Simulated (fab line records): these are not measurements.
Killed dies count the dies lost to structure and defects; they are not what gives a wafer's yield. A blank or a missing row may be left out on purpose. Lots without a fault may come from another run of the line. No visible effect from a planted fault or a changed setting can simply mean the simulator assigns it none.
2 desks looking at one fault | flow sky130 | each desk has only its own numbers; what lay behind them comes last

## AT THE METROLOGY DESK
What the gauges read, lot by lot, whatever tool the lot ran on: means of the sampled wafers that have a number. Any lot whose mean is over 4 standard deviations away from the usual mean is out of limits and marked OUT; that distance is given in the brackets.
Columns: A = LDD_N_TW at SKY_LDD_N_TW_MEAS_17, usual 2590; B = cdNm at SKY_LDD_P_CD_MEAS_07, usual 378.5 nm; C = LDD_P_OVL at SKY_LDD_P_OVL_MEAS_08, usual -1.4 nm
lot  | first seen here | A    | B     | C
L416 | day 20 09:52    | 2611 | 379.1 | -4.1
L428 | day 24 03:44    | 2584 | 379.7 | -2.5
L429 | day 24 08:35    | 2585 | 378.6 | -0.3
L430 | day 25 01:32    | 2569 | 378.8 | -1.9
L432 | day 25 04:38    | 2581 | 374.7 | -3.4
L434 | day 26 05:53    | 2588 | 384.0 | -1.1
This desk found nothing out of limits on any of the 6 lots.

## FOR THE TOOL OWNER'S DESK: implanter-01
SKY_LDD_P_IMPLANT_09, tool's own readings: per-lot mean of the sampled wafers with a number, covering each lot this tool ran. Any lot whose mean is over 4 standard deviations away from the usual mean is out of limits and marked OUT; that distance is given in the brackets.
Columns: A = doseIonsCm2 at SKY_LDD_P_IMPLANT_09, usual 9.998e+12
lot  | first seen here | A
L416 | day 21 16:17    | 9.998e+12
L428 | day 25 09:34    | 1.000e+13
L429 | day 25 14:56    | 9.673e+12 (-27) OUT
L430 | day 26 07:58    | 9.669e+12 (-27) OUT
This desk's finding: out of limits on L429, L430; first on L429, day 25 14:56 (doseIonsCm2 at SKY_LDD_P_IMPLANT_09). L416, L428: within limits.

## PUT TOGETHER
On L429, L430, at day 25 14:56, an alarm was possible from the tool owner's desk.
Nothing out of limits was seen by the metrology desk.
The metrology desk has L429, L430 on record, within its limits.
Of the lots named, all ran SKY_LDD_P_IMPLANT_09 on implanter-01.

## WHAT WAS PUT IN BY THE SIMULATOR
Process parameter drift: implanter-01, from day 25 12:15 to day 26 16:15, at SKY_LDD_P_IMPLANT_09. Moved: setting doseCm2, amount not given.
Struck lots among those shown: L429, L430.
Each desk's first reading out of limits, in hours after the fault started: the tool owner's desk, 3.
